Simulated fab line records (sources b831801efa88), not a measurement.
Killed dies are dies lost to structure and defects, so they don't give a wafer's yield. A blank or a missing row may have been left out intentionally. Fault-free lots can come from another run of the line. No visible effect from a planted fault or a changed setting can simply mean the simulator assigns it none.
Matching of chambers | flow gf180mcu | GF_PASSIVATION_ETCH_11 on rie_diel-04: 4 sister chambers
The step etches the open film in CF4/O2, stops on TiN, target depth 2040 nm, time 453.3 s. 14 wafers are shown with their chamber, then 7 later ones without.

## WAFERS PAIRED WITH THEIR CHAMBERS
wafer  | chamber | drypump_motor_current_A (A) | oes_product_au (a.u.) | throttle_valve_pct (%)
L074.3 | 2       | 6.5                         | 0.996                 | 5.984
L074.5 | 2       | 6.5                         | 0.995                 | 5.967
L074.6 | 3       | 5.3                         | 0.989                 | 5.976
L078.2 | 2       | 6.5                         | 0.986                 | 5.971
L078.5 | 2       | 6.5                         | 0.990                 | 5.976
L078.6 | 1       | 5.0                         | 0.986                 | 5.973
L083.2 | 0       | 6.7                         | 1.001                 | 5.965
L083.4 | 0       | 6.7                         | 1.003                 | 5.972
L083.6 | 3       | 5.3                         | 0.990                 | 5.992
L084.2 | 1       | 5.0                         | 0.997                 | 5.959
L084.3 | 0       | 6.7                         | 1.001                 | 5.968
L084.6 | 1       | 5.0                         | 0.991                 | 5.963
L086.2 | 3       | 5.3                         | 1.001                 | 5.967
L086.4 | 1       | 5.1                         | 0.988                 | 5.970

SIGNATURES, as means of the wafers listed above
reading                 | chamber 0 | chamber 1 | chamber 2 | chamber 3 | scatter within a chamber
drypump_motor_current_A | 6.700     | 5.025     | 6.500     | 5.300     | 0.0274
oes_product_au          | 1.00167   | 0.99050   | 0.99175   | 0.99333   | 0.00474
throttle_valve_pct      | 5.96833   | 5.96625   | 5.97450   | 5.97833   | 0.00793
Rule: for a wafer and a chamber, the distance is found by dividing, reading by reading, the gap between the wafer's reading and the chamber's mean by the reading's scatter, squaring, summing and taking the root. If the next closest chamber is less than 2 further off than the closest, the wafer can't be placed; otherwise it belongs to the closest. How the scatter is found: for the shown wafers, subtract from each reading the mean of its chamber, square and add these, divide the total by (wafers less chambers), then take the root.

## WAFERS MISSING THEIR CHAMBER
wafer  | drypump_motor_current_A (A) | oes_product_au (a.u.) | throttle_valve_pct (%)
L086.5 | 5.3                         | 0.986                 | 5.976
L090.1 | 6.5                         | 0.989                 | 5.978
L090.4 | 5.0                         | 0.981                 | 5.959
L090.6 | 6.5                         | 0.987                 | 5.979
L093.2 | 5.3                         | 1.004                 | 5.971
L093.5 | 6.5                         | 0.986                 | 5.948
L093.6 | 5.3                         | 0.991                 | 5.973

## WHICH CHAMBER EACH ONE RAN IN
wafer  | from the rows above | in truth
L086.5 | 3                   | 3
L090.1 | 2                   | 2
L090.4 | 1                   | 1
L090.6 | 2                   | 2
L093.2 | 3                   | 3
L093.5 | 2                   | 2
L093.6 | 3                   | 3
7 of 7 placed correctly. Not placeable from these rows: 0. Number placed wrongly: 0.
